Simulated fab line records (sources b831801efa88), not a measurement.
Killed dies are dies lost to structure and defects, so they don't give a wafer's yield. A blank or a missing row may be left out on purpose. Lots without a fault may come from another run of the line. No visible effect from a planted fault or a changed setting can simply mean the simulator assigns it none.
Matching of chambers | flow sky130 | SKY_CONTACT_CMP_27 on cmp-01: 4 sister chambers
The step polishes, stops on SiO2, t overpolish 15 s, target thk 0 nm. 4 wafers are shown with their chamber, then 7 later ones without.

WAFERS PAIRED WITH THEIR CHAMBERS
wafer  | chamber | motor-current-A (A)
L366.1 | 3       | 11.7
L366.4 | 2       | 10.9
L371.1 | 1       | 9.8
L371.4 | 0       | 13.5

WAFERS WHOSE CHAMBER IS MISSING
wafer  | motor-current-A (A)
L371.5 | 13.5
L372.1 | 10.7
L372.5 | 9.5
L372.6 | 14.3
L373.2 | 9.6
L373.3 | 14.3
L373.6 | 14.1

WHICH CHAMBER EACH WENT THROUGH
wafer  | from the rows above          | in truth
L371.5 | 0                            | 0
L372.1 | can't be placed: 2 or 1 or 3 | 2
L372.5 | 1                            | 1
L372.6 | 0                            | 0
L373.2 | 1                            | 1
L373.3 | 0                            | 0
L373.6 | 0                            | 0
Correctly placed: 6 of 7. Unplaceable from these rows: 1, with the true chamber sitting among the candidates in 1. Number placed wrongly: 0.
How it was worked out, from the rows above alone: a wafer's distance from a chamber is the root of the sum, over the readings, of the square of ((its reading less the chamber's mean) divided by the reading's scatter). If the next closest chamber is less than 2 further off than the closest, the wafer can't be placed; otherwise it belongs to the closest. A chamber's mean is the mean of its shown wafers. The scatter (one wafer shown for each chamber): square how far every hidden wafer sits from the nearest shown wafer, average those squares and take the square root.
